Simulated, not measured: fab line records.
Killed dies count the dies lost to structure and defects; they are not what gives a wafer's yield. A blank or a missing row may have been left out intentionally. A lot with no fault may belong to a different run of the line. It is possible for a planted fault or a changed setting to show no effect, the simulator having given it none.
Matching of chambers | flow sfq line | SFQ_TRILAYER_I0_CMP_CMP_028 on cmp-01 has 4 sister chambers
The step polishes SiO2. 4 wafers are shown with their chamber, then 9 later ones without.

== EACH WAFER AND ITS CHAMBER ==
wafer  | chamber | motor current A (A)
L206.2 | 0       | 9.9
L206.6 | 3       | 8.6
L208.3 | 1       | 9.4
L208.6 | 2       | 8.9

== WAFERS WITH NO CHAMBER GIVEN ==
wafer  | motor current A (A)
L209.3 | 8.8
L209.2 | 9.5
L209.6 | 8.5
L219.1 | 8.3
L219.3 | 9.8
L219.6 | 8.6
L220.3 | 8.8
L220.4 | 9.7
L220.5 | 8.3

== WHICH CHAMBER EACH ONE RAN IN ==
wafer  | from the rows above     | in truth
L209.3 | can't be placed: 2 or 3 | 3
L209.2 | can't be placed: 1 or 0 | 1
L209.6 | can't be placed: 3 or 2 | 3
L219.1 | can't be placed: 3 or 2 | 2
L219.3 | can't be placed: 0 or 1 | 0
L219.6 | can't be placed: 3 or 2 | 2
L220.3 | can't be placed: 2 or 3 | 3
L220.4 | can't be placed: 0 or 1 | 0
L220.5 | can't be placed: 3 or 2 | 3
Placed correctly: 0 of 9. Cannot be placed on the basis of these rows: 9; the candidates contain the true chamber in 9. Placed wrongly: 0.
How it was worked out, from the rows above alone: a wafer's distance from a chamber is the root of the sum, over the readings, of the square of ((its reading less the chamber's mean) divided by the reading's scatter). If the next closest chamber is less than 2 further off than the closest, the wafer can't be placed; otherwise it belongs to the closest. For every chamber, the mean is computed from those of its wafers that are shown. The scatter: root of mean squared gap, hidden wafer to nearest shown wafer, with one shown wafer a chamber.
